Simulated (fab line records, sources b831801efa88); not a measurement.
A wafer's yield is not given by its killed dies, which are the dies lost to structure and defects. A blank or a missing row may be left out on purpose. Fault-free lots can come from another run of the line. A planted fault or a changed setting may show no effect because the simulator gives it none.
fab line records	flow sky130
[record] lots = 13	wafers = 39	lastDay = 50
route steps=708 shown LDD_N@251 LOCAL_INTERCONNECT@388 CONTACT@422 VIA1@461 PAD_OPEN@708
lots that met no fault: from a run of the same line without faults
startH: hours from the record's first day to the start of the lot's first wafer shown	waitH: hours elapsed since this lot's preceding step	" repeats the value in the row above	L1.1+2: a row that stands for several wafers	- no value, or no start was given	* or withheld: withheld	< > ~ a bound
route shown NAME@n: NAME is a module with steps in the file, n the number in the route of the first one	usual: mean/standard deviation of fault-free wafers	same: alike in all rows	chamber/n: place in a boat	sites: readings site by site	_std_site: the standard deviation of these	_edge_site: the outer-site mean with the inner-site mean subtracted	radiusMm: for every site, how far away it sits from the centre of the wafer	mask NAME#n: copy n	behind: the tool/chamber that last shaped the wafer	hold: why the lot was held/for how many hours/how that ended	device: the transistor (n, p or np) that didn't switch	end of line: at the end of the route, the tests of the same wafers	a step given without rows: its recipe and nothing more	killed: the dies lost at the first sort to structure and to defects; this is not the yield of the wafer	map: per-die view of a wafer (x killed, . not killed, _ where there is no die)
set.NAME: the setting the step ran with; set.NAME@STEP: the setting that earlier step ran with	model.NAME: the simulator's own value behind a step, which no gauge read
the route's steps for a sample of lots (tables are steps, rows are wafers)
services: the hour from which a tool's chamber was out of use, counted from the record's first day as startH (under 0 if before that day), plus the number of hours and why
[[steps]]
[step SKY_LDD_N_IMPLANT_14]
[recipe] species = BF2	energyKev = 50	doseCm2 = 5e+12	tiltDeg = 30	rotationDeg = 180
[usual] doseIonsCm2 = 5.002e+12/5.6e+09	faradayCurrentUA = 28.2/0.56	rotationDeg = 180.00/0.046
lot.wafer	tool	chamber	startH	waitH	doseIonsCm2	faradayCurrentUA	rotationDeg
L478.1	implanter-04	0	410.16	0.1	5.001e+12	28.0	180.04
L478.3	"	0	"	"	5.007e+12	28.1	179.96
L478.5	"	0	"	"	4.99e+12	29.3	180.01
L477.3	implanter-03	0	410.54	0.1	5.006e+12	28.3	180.08
L477.4	"	0	"	"	5.008e+12	28.0	180.03
L477.6	"	0	"	"	5.006e+12	28.6	180.11
L479.4	implanter-02	0	424.45	0.1	4.993e+12	27.7	179.98
L479.5	"	0	"	"	5.007e+12	26.7	180.04
L479.6	"	0	"	"	4.997e+12	30.0	179.91
L480.1	implanter-03	0	429.43	0.1	5.01e+12	29.2	180.04
L480.2	"	0	"	"	4.997e+12	28.5	179.97
L480.4	"	0	"	"	5.003e+12	28.4	180.02
L485.1	implanter-03	0	476.09	0.1	3.801e+12	21.3	180.06
L485.2	"	0	"	"	3.81e+12	21.7	180.01
L485.4	"	0	"	"	3.804e+12	21.8	180.05
L487.2	implanter-03	0	490.75	0.1	3.811e+12	21.4	180.07
L487.5	"	0	"	"	3.804e+12	20.4	179.95
L487.6	"	0	"	"	3.8e+12	21.7	180.03
L493.3	implanter-02	0	542.79	0.1	4.998e+12	28.6	180.02
L493.5	"	0	"	"	5.006e+12	28.0	179.95
L493.6	"	0	"	"	5.007e+12	27.6	179.93
L495.1	implanter-04	0	561.71	0.1	4.996e+12	28.7	180.00
L495.2	"	0	"	"	5.001e+12	27.9	179.98
L495.5	"	0	"	"	5.007e+12	28.4	179.98
L494.1	implanter-02	0	562.77	0.1	5.003e+12	28.1	179.98
L494.4	"	0	"	"	5.008e+12	27.5	179.98
L494.6	"	0	"	"	5.003e+12	28.7	179.96
L496.3	implanter-04	0	571.22	0.1	5.004e+12	28.8	180.05
L496.5	"	0	"	"	4.995e+12	28.0	180.03
L496.6	"	0	"	"	5.002e+12	28.8	180.05
L497.1	implanter-04	0	575.84	0.1	5.003e+12	28.3	180.03
L497.2	"	0	"	"	4.997e+12	28.4	179.99
L497.5	"	0	"	"	5e+12	28.2	180.02
L498.1	implanter-04	0	588.74	0.1	5.007e+12	28.4	179.98
L498.3	"	0	"	"	5.008e+12	28.9	180.02
L498.4	"	0	"	"	5.001e+12	28.3	179.97
L499.2	implanter-03	0	595.10	0.1	5.003e+12	28.0	180.00
L499.4	"	0	"	"	5.004e+12	27.8	179.93
L499.5	"	0	"	"	5.011e+12	27.3	179.99
[step SKY_LOCAL_INTERCONNECT_RS_MEAS_01]
[recipe] thkMeasGauge = four-point-probe	reads = TiN_of_LOCAL_INTERCONNECT_SPUTTER_00
[usual] LOCAL_INTERCONNECT_TIN_RS = 14.18/0.16
lot.wafer	tool	chamber	startH	waitH	LOCAL_INTERCONNECT_TIN_RS[ohm/sq]
L477.3	filmMetro-04	-	684.67	0.1	14.00
L477.4	"	-	"	"	14.34
L477.6	"	-	"	"	14.16
L478.1	filmMetro-04	-	685.33	0.0	14.19
L478.3	"	-	"	"	14.26
L478.5	"	-	"	"	14.31
L479.4	filmMetro-01	-	696.03	0.1	14.30
L479.5	"	-	"	"	14.02
L479.6	"	-	"	"	14.34
L480.1	filmMetro-03	-	700.51	0.0	14.26
L480.2	"	-	"	"	14.06
L480.4	"	-	"	"	14.38
L485.1	filmMetro-03	-	742.82	0.0	14.35
L485.2	"	-	"	"	14.08
L485.4	"	-	"	"	14.22
L487.2	filmMetro-01	-	757.09	0.1	13.96
L487.5	"	-	"	"	14.05
L487.6	"	-	"	"	14.19
L493.3	filmMetro-03	-	802.09	0.1	14.36
L493.5	"	-	"	"	14.17
L493.6	"	-	"	"	14.29
L495.1	filmMetro-03	-	836.80	0.0	14.25
L495.2	"	-	"	"	14.06
L495.5	"	-	"	"	14.01
L494.1	filmMetro-03	-	837.46	0.0	14.06
L494.4	"	-	"	"	14.31
L494.6	"	-	"	"	14.14
L496.3	filmMetro-04	-	838.58	0.1	14.37
L496.5	"	-	"	"	14.18
L496.6	"	-	"	"	14.38
L497.1	filmMetro-01	-	840.32	0.0	13.77
L497.2	"	-	"	"	13.89
L497.5	"	-	"	"	13.98
L498.1	filmMetro-01	-	853.41	0.0	14.12
L498.3	"	-	"	"	14.23
L498.4	"	-	"	"	14.07
L499.2	filmMetro-01	-	861.61	0.1	14.56
L499.4	"	-	"	"	14.44
L499.5	"	-	"	"	14.37
[step SKY_CONTACT_ETCH_16]
[recipe] chemistry = N2/H2	target = BARC	ionEnergyEv = 200	sourceW = 500	biasW = 100	pressureMtorr = 30	n2FlowSccm = 100	h2FlowSccm = 200	stopOn = SiO2	timeS = 45.9	targetDepthA = 600
[usual] drypumpMotorCurrentA = 5.9/0.44	oesProductAu = 0.854/0.0045	throttleValvePct = 13.226/0.0095
lot.wafer	tool	chamber	startH	waitH	drypumpMotorCurrentA	oesProductAu	rfHoursCounterH	throttleValvePct
L477.3	rieDiel-02	1	742.04	0.0	5.9	0.854	2	13.220
L477.4	"	2	"	"	6.2	0.848	42	13.232
L477.6	"	0	"	"	5.6	0.856	-	13.220
L478.1	rieDiel-01	0	742.16	0.0	5.6	0.848	9	13.212
L478.3	"	2	"	"	6.3	0.854	10	13.248
L478.5	"	3	"	"	6.5	0.861	-	13.220
L479.4	rieDiel-02	0	752.54	0.0	5.5	0.853	6	13.220
L479.5	"	0	"	"	5.6	0.857	-	13.224
L479.6	"	1	"	"	5.9	0.855	-	13.231
L480.1	rieDiel-01	1	756.71	0.0	5.4	0.860	12	13.220
L480.2	"	3	"	"	6.5	0.855	5	13.221
L480.4	"	0	"	"	5.6	0.849	9	13.241
L485.1	rieDiel-01	0	797.09	0.0	5.7	0.848	10	13.231
L485.2	"	1	"	"	5.4	0.853	13	13.232
L485.4	"	3	"	"	6.5	0.853	6	13.226
L487.2	rieDiel-03	2	833.77	0.0	6.2	0.856	22	13.231
L487.5	"	0	"	"	6.1	0.862	-	13.225
L487.6	"	3	"	"	6.2	0.847	-	13.202
L493.3	rieDiel-01	1	862.69	0.0	5.4	0.865	15	13.225
L493.5	"	1	"	"	5.4	0.861	-	13.222
L493.6	"	0	"	"	5.6	0.851	-	13.222
L495.1	rieDiel-03	3	882.61	0.0	6.2	0.853	21	13.223
L495.2	"	0	"	"	6.1	0.848	15	13.240
L495.5	"	1	"	"	5.7	0.853	-	13.226
L494.1	rieDiel-03	2	884.51	0.0	6.2	0.857	24	13.219
L494.4	"	1	"	"	5.7	0.851	12	13.221
L494.6	"	0	"	"	6.1	0.860	-	13.210
L496.3	rieDiel-01	0	887.54	0.0	5.6	0.858	13	13.217
L496.5	"	1	"	"	5.4	0.856	-	13.230
L496.6	"	0	"	"	5.6	0.843	-	13.231
L497.1	rieDiel-02	2	889.81	0.0	6.2	0.854	4	13.223
L497.2	"	0	"	"	5.5	0.852	11	13.223
L497.5	"	2	"	"	6.2	0.851	-	13.212
L498.1	rieDiel-03	1	905.15	0.0	5.7	0.863	12	13.230
L498.3	"	3	"	"	6.2	0.845	22	13.226
L498.4	"	0	"	"	6.1	0.856	16	13.242
L499.2	rieDiel-02	0	912.85	0.0	5.6	0.851	12	13.238
L499.4	"	0	"	"	5.6	0.851	-	13.226
L499.5	"	2	"	"	6.3	0.857	-	13.211
[step SKY_VIA1_BOW_MEAS_03]
[recipe] mode = bow
[usual] VIA1_BOW = 81/7.9
lot.wafer	tool	chamber	startH	waitH	VIA1_BOW[um]
L477.3	filmMetro-01	-	772.48	0.3	75
L477.4	"	-	"	"	66
L477.6	"	-	"	"	85
L478.1	filmMetro-04	-	772.72	0.1	87
L478.3	"	-	"	"	83
L478.5	"	-	"	"	80
L479.4	filmMetro-04	-	782.28	0.3	76
L479.5	"	-	"	"	78
L479.6	"	-	"	"	63
L480.1	filmMetro-01	-	785.38	0.2	81
L480.2	"	-	"	"	88
L480.4	"	-	"	"	87
L485.1	filmMetro-04	-	838.84	0.2	78
L485.2	"	-	"	"	76
L485.4	"	-	"	"	75
L487.2	filmMetro-04	-	852.77	0.2	87
L487.5	"	-	"	"	78
L487.6	"	-	"	"	72
L493.3	filmMetro-01	-	890.17	0.3	72
L493.5	"	-	"	"	79
L493.6	"	-	"	"	80
L495.1	filmMetro-01	-	910.44	0.2	89
L495.2	"	-	"	"	95
L495.5	"	-	"	"	71
L494.1	filmMetro-04	-	912.67	0.1	78
L494.4	"	-	"	"	78
L494.6	"	-	"	"	70
L496.3	filmMetro-04	-	916.94	0.1	80
L496.5	"	-	"	"	69
L496.6	"	-	"	"	83
L497.1	filmMetro-01	-	917.66	0.1	91
L497.2	"	-	"	"	81
L497.5	"	-	"	"	78
L498.1	filmMetro-01	-	932.82	0.1	87
L498.3	"	-	"	"	93
L498.4	"	-	"	"	84
L499.2	filmMetro-04	-	940.58	0.2	76
L499.4	"	-	"	"	74
L499.5	"	-	"	"	61
[step SKY_PAD_OPEN_PROBE_99]
[usual] killed_at_M0_to_M3 = 42/5.8	killed_at_M4_up = 3.0/2	killedAtContacts = 24/5.5	killedAtFrontEnd = 15/3.9	killedAtOther = 0.3/0.54	killedDies = 85/8.8	killedOpen = 47/6.8	killedShort = 38/5.9
[same] grossDies = 492	killedAtBackSide = 0
lot.wafer	tool	chamber	startH	waitH	killed_at_M0_to_M3	killed_at_M4_up	killedAtContacts	killedAtFrontEnd	killedAtOther	killedDies	killedOpen	killedShort
L479.4	prober-01	-	1095.79	0.2	42	1	20	12	0	75	45	29
L479.5	prober-01	-	1095.84	0.2	34	4	36	24	0	98	57	41
L479.6	prober-01	-	1095.89	0.2	44	2	29	19	0	94	58	35
L493.3	prober-01	-	1175.21	0.2	49	1	23	13	0	86	55	31
L493.5	prober-01	-	1175.31	0.2	44	7	18	15	0	84	41	41
L493.6	prober-01	-	1175.36	0.2	36	7	19	10	0	72	38	34
L495.1	prober-02	-	1183.57	0.1	46	3	21	19	0	89	49	39
L495.2	prober-02	-	1183.62	0.1	48	1	29	20	0	98	57	40
L495.5	prober-02	-	1183.77	0.2	37	5	21	19	0	82	41	39
L494.1	prober-01	-	1185.07	0.1	43	5	30	8	0	86	46	40
L494.4	prober-01	-	1185.22	0.2	41	3	27	14	1	86	55	31
L494.6	prober-01	-	1185.32	0.2	37	2	15	19	2	75	28	44
L496.3	prober-02	-	1191.56	0.2	31	2	27	16	1	77	39	38
L496.5	prober-02	-	1191.66	0.2	52	1	22	14	0	89	54	34
L496.6	prober-02	-	1191.71	0.2	44	1	24	14	1	84	47	37
L497.1	prober-01	-	1192.96	0.1	52	0	28	10	0	90	49	41
L497.2	prober-01	-	1193.01	0.1	42	2	13	13	0	70	45	25
L497.5	prober-01	-	1193.16	0.2	41	1	23	14	0	79	46	33
// killed by level:class
L479.4 CONTACT:geometricParticle:open=11 VIA3:geometricParticle:open=10 VIA1:geometricParticle:open=9 VIA1:geometricParticle:short=5 CONTACT:geometricParticle:short=4 VIA2:geometricParticle:short=4 POLY_GATE:geometricParticle:open=3 POLY_GATE:geometricParticle:short=3
L479.5 CONTACT:geometricParticle:open=13 VIA1:geometricParticle:open=10 LI_CONTACT:geometricParticle:open=9 FIELD_ISO:geometricParticle:open=7 LI_CONTACT:geometricParticle:short=7 METAL2:geometricParticle:short=6 POLY_GATE:geometricParticle:open=4 METAL1:geometricParticle:short=4
L479.6 CONTACT:geometricParticle:open=12 VIA2:geometricParticle:open=12 VIA1:geometricParticle:open=7 POLY_GATE:geometricParticle:open=7 LI_CONTACT:geometricParticle:open=7 POLY_GATE:geometricParticle:short=6 VIA1:geometricParticle:short=6 CONTACT:geometricParticle:short=5
L493.3 VIA2:geometricParticle:open=13 POLY_GATE:geometricParticle:open=9 CONTACT:geometricParticle:open=9 VIA1:geometricParticle:open=6 VIA1:geometricParticle:short=5 VIA2:geometricParticle:short=5 VIA3:geometricParticle:open=5 LI_CONTACT:geometricParticle:open=3
L493.5 VIA1:geometricParticle:open=11 METAL2:geometricParticle:short=8 VIA2:geometricParticle:open=6 POLY_GATE:geometricParticle:short=5 VIA1:geometricParticle:short=5 LI_CONTACT:geometricParticle:short=4 CONTACT:geometricParticle:short=4 LI_CONTACT:geometricParticle:open=3
L493.6 VIA2:geometricParticle:open=9 LI_CONTACT:geometricParticle:open=6 CONTACT:geometricParticle:open=5 FIELD_ISO:geometricParticle:short=4 VIA1:geometricParticle:open=4 METAL2:geometricParticle:short=4 VIA3:geometricParticle:open=4 METAL4:geometricParticle:short=3
L495.1 VIA1:geometricParticle:open=10 LI_CONTACT:geometricParticle:open=7 VIA3:geometricParticle:open=7 CONTACT:geometricParticle:open=7 FIELD_ISO:geometricParticle:open=6 VIA1:geometricParticle:short=6 METAL2:geometricParticle:short=6 POLY_GATE:geometricParticle:short=4
L495.2 VIA1:geometricParticle:open=14 CONTACT:geometricParticle:open=12 VIA2:geometricParticle:open=9 METAL2:geometricParticle:short=7 LI_CONTACT:geometricParticle:open=6 CONTACT:geometricParticle:short=5 VIA1:geometricParticle:short=5 FIELD_ISO:geometricParticle:open=4
L495.5 CONTACT:geometricParticle:open=8 FIELD_ISO:geometricParticle:open=7 VIA1:geometricParticle:open=7 METAL2:geometricParticle:short=7 VIA2:geometricParticle:open=7 FIELD_ISO:geometricParticle:short=6 LOCAL_INTERCONNECT:geometricParticle:short=5 CONTACT:geometricParticle:short=5
L494.1 VIA3:geometricParticle:open=10 LOCAL_INTERCONNECT:geometricParticle:short=9 VIA1:geometricParticle:open=9 VIA2:geometricParticle:open=7 LI_CONTACT:geometricParticle:open=6 CONTACT:geometricParticle:open=5 METAL1:geometricParticle:short=5 LI_CONTACT:geometricParticle:short=4
L494.4 CONTACT:geometricParticle:open=14 VIA1:geometricParticle:open=13 VIA2:geometricParticle:open=8 LI_CONTACT:geometricParticle:open=6 FIELD_ISO:geometricParticle:short=5 VIA1:geometricParticle:short=5 METAL2:geometricParticle:short=5 LOCAL_INTERCONNECT:geometricParticle:short=4
L494.6 CONTACT:geometricParticle:short=7 METAL1:geometricParticle:short=6 VIA1:geometricParticle:open=6 FIELD_ISO:geometricParticle:short=5 VIA3:geometricParticle:short=5 METAL3:geometricParticle:short=5 POLY_GATE:geometricParticle:open=3 VIA2:geometricParticle:open=3
L496.3 CONTACT:geometricParticle:open=10 LOCAL_INTERCONNECT:geometricParticle:short=6 CONTACT:geometricParticle:short=6 VIA1:geometricParticle:open=6 VIA3:geometricParticle:open=6 FIELD_ISO:geometricParticle:open=5 METAL1:geometricParticle:short=5 VIA1:geometricParticle:short=4
L496.5 VIA1:geometricParticle:open=15 CONTACT:geometricParticle:open=8 VIA3:geometricParticle:open=8 FIELD_ISO:geometricParticle:open=6 LI_CONTACT:geometricParticle:open=5 LOCAL_INTERCONNECT:geometricParticle:short=5 VIA1:geometricParticle:short=5 VIA3:geometricParticle:short=4
L496.6 VIA1:geometricParticle:open=10 CONTACT:geometricParticle:open=9 VIA3:geometricParticle:open=8 LI_CONTACT:geometricParticle:open=6 METAL1:geometricParticle:short=6 FIELD_ISO:geometricParticle:open=5 VIA1:geometricParticle:short=5 VIA3:geometricParticle:short=5
L497.1 VIA2:geometricParticle:open=11 VIA1:geometricParticle:open=10 LI_CONTACT:geometricParticle:open=8 VIA1:geometricParticle:short=8 CONTACT:geometricParticle:open=7 CONTACT:geometricParticle:short=6 VIA3:geometricParticle:open=6 METAL1:geometricParticle:short=5
L497.2 VIA1:geometricParticle:open=12 VIA2:geometricParticle:open=10 VIA3:geometricParticle:open=7 LI_CONTACT:geometricParticle:open=6 VIA3:geometricParticle:short=6 CONTACT:geometricParticle:open=4 POLY_GATE:geometricParticle:short=3 SPACER:geometricParticle:short=3
L497.5 LI_CONTACT:geometricParticle:open=9 CONTACT:geometricParticle:open=9 METAL1:geometricParticle:short=7 VIA1:geometricParticle:open=7 FIELD_ISO:geometricParticle:open=5 METAL2:geometricParticle:short=5 VIA3:geometricParticle:open=5 VIA2:geometricParticle:open=4
[[services]]
tool	chamber	startH	hours	kind
rieDiel-03	3	386.45	2.8	repair
rieDiel-01	3	407.79	2.6	repair
rieDiel-01	3	433.77	2.9	repair
implanter-04	-	479.42	1.4	repair
implanter-03	-	487.44	2.2	repair
implanter-04	-	491.30	3.6	pm
rieDiel-01	0	505.21	16.3	repair
implanter-03	-	551.52	4.7	repair
rieDiel-01	1	559.95	4.9	repair
rieDiel-01	-	591.53	0.3	repair
rieDiel-01	2	593.51	3.5	repair
rieDiel-01	-	610.51	28.1	pm
implanter-04	-	620.94	1.4	repair
implanter-04	-	631.60	3.8	pm
implanter-03	-	640.74	4.1	repair
rieDiel-01	3	645.81	6.5	repair
rieDiel-01	0	646.32	11.6	repair
implanter-03	-	680.99	2.3	repair
implanter-03	-	698.40	4.2	repair
implanter-04	-	802.38	40.0	repair
implanter-03	-	825.53	3.1	repair
implanter-03	-	839.02	2.9	pm
implanter-04	-	865.47	5.6	repair
implanter-03	-	885.35	1.8	repair
[[key]]
[firstSign] step = SKY_LDD_N_IMPLANT_14	reading = doseIonsCm2	direction = down	sigmas = 99+	usual = *	struck = *
[effect] step = SKY_LDD_N_IMPLANT_14	reading = faradayCurrentUA	direction = down	sigmas = 12	usual = 28.2	struck = 21.4
metAt SKY_LDD_N_IMPLANT_14
struckLots L485,L487
testerLeftOut L485,L487
notActingAt SKY_LOCAL_INTERCONNECT_RS_MEAS_01,SKY_CONTACT_ETCH_16,SKY_VIA1_BOW_MEAS_03
onsetBetween 429.43 476.09
[fault] kind = processParameterDrift	tool = implanter-03	chamber = -	onsetH = 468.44	steps = SKY_LDD_N_IMPLANT_14	channel = doseCm2	offset = *	shape = step	endH = 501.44	actsIn = *	stated = *
// testerLeftOut: of these lots the tester's yield and bins aren't shown, on N5 and GAA mostly nor the transistor test; their killed dies are dies lost to structure and defects alone, not to doping, threshold or leakage, so they don't give the yield
